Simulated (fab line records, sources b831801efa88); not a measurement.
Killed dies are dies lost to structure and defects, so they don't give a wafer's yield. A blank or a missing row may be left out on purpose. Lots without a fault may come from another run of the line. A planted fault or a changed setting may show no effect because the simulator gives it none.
Tool commonality check | flow sky130 | 15 lots, 45 wafers sampled

WHY IT WAS OPENED
At SKY_LDD_P_CD_MEAS_07 the reading cd_nm is flagged on 4 of 15 lots. Wafers without a fault read 380.0 nm, standard deviation 2.6.
Rule: a lot is flagged when every wafer of it that has a number lies more than 4 standard deviations from that mean, or none has a number. The other lots count as sound.

lot  | measured     | on        | cd_nm (nm), wafer by wafer | flag
L922 | day 19 04:47 | cd_sem-01 | 381.3 383.6 383.2          |
L923 | day 19 11:04 | cd_sem-01 | 376.9 377.9 378.2          |
L924 | day 19 18:46 | cd_sem-01 | 379.9 377.8 378.4          |
L925 | day 19 22:31 | cd_sem-01 | 377.5 377.8 377.5          |
L926 | day 20 09:34 | cd_sem-01 | 380.1 379.6 378.9          |
L927 | day 20 18:00 | cd_sem-01 | 263.5 261.3 265.4          | FLAGGED
L928 | day 21 05:05 | cd_sem-01 | 381.3 382.9 383.1          |
L929 | day 22 02:54 | cd_sem-01 | 292.1 293.4 292.8          | FLAGGED
L930 | day 22 03:59 | cd_sem-01 | 290.4 291.2 291.3          | FLAGGED
L931 | day 22 04:30 | cd_sem-01 | 291.6 292.6 293.5          | FLAGGED
L932 | day 22 09:41 | cd_sem-01 | 380.4 380.1 378.4          |
L937 | day 24 08:20 | cd_sem-01 | 381.6 384.7 385.0          |
L940 | day 25 13:06 | cd_sem-01 | 373.7 375.9 372.6          |
L942 | day 26 03:31 | cd_sem-01 | 380.7 378.2 379.5          |
L943 | day 26 11:24 | cd_sem-01 | 378.1 381.9 380.3          |
The numbers of the flagged lots are 284.9 nm on average: -95.1 nm against the usual, or -37 standard deviations.

WHICH TOOL RAN EACH LOT
The record holds 1 process step before the reading, out of a route of 708 steps. In each cell: the tool, then ch and the chambers that the sampled wafers went through, then the start.
lot  | flag    | SKY_LDD_P_EXPOSE_04
L922 |         | iline_stepper-02 ch 0, day 18 13:31
L923 |         | iline_stepper-02 ch 0, day 18 19:34
L924 |         | iline_stepper-02 ch 0, day 19 02:52
L925 |         | iline_stepper-02 ch 0, day 19 06:58
L926 |         | iline_stepper-02 ch 0, day 19 18:21
L927 | FLAGGED | iline_stepper-02 ch 0, day 20 02:28
L928 |         | iline_stepper-01 ch 0, day 20 13:51
L929 | FLAGGED | iline_stepper-02 ch 0, day 21 11:21
L930 | FLAGGED | iline_stepper-02 ch 0, day 21 12:55
L931 | FLAGGED | iline_stepper-02 ch 0, day 21 13:31
L932 |         | iline_stepper-01 ch 0, day 21 18:09
L937 |         | iline_stepper-01 ch 0, day 23 17:34
L940 |         | iline_stepper-01 ch 0, day 24 22:04
L942 |         | iline_stepper-01 ch 0, day 25 12:55
L943 |         | iline_stepper-01 ch 0, day 25 20:38
What these steps do:
- SKY_LDD_P_EXPOSE_04: exposes mask PSDM, target cd 380 nm.
- SKY_LDD_P_CD_MEAS_07: target cd 380 nm.

FLAGGED OVER TOTAL, TOOL BY TOOL (the gauges that took the reading come last)
step                 | tool             | lots run | flagged | share of the flagged lots | sound lots run after its first flagged lot
SKY_LDD_P_EXPOSE_04  | iline_stepper-01 | 6        | 0       | none                      | -
SKY_LDD_P_EXPOSE_04  | iline_stepper-02 | 9        | 4       | all                       | 0
SKY_LDD_P_CD_MEAS_07 | cd_sem-01        | 15       | 4       | all                       | 6 (L928,L932,L937,L940,L942,L943)

WHAT THE TABLE ALLOWS
2 rows of the table ran every flagged lot: iline_stepper-02 at SKY_LDD_P_EXPOSE_04, cd_sem-01 at SKY_LDD_P_CD_MEAS_07.
- iline_stepper-02 at SKY_LDD_P_EXPOSE_04: 4 of its 9 lots flagged. Its last sound lot is L926 (day 19 18:21), its first flagged lot L927 (day 20 02:28): a fault that began between those two fits. Its own readings lie more than 4 standard deviations out on every wafer of the flagged lots: exposure_dose_mJ_cm2.
- cd_sem-01 at SKY_LDD_P_CD_MEAS_07: 4 of its 15 lots flagged. Sound lots ran on it after the first flagged one (L928, L932, L937, L940, L942, L943), which a lasting fault on the whole tool wouldn't allow.
One tool is left: iline_stepper-02 at SKY_LDD_P_EXPOSE_04.

WHAT THE SIMULATOR HAD PUT IN
Process parameter drift: iline_stepper-02, from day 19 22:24 on, at SKY_LDD_P_EXPOSE_04. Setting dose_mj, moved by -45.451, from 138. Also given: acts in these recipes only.
Lots struck among those shown: L927, L929, L930, L931. The rule above found the same.
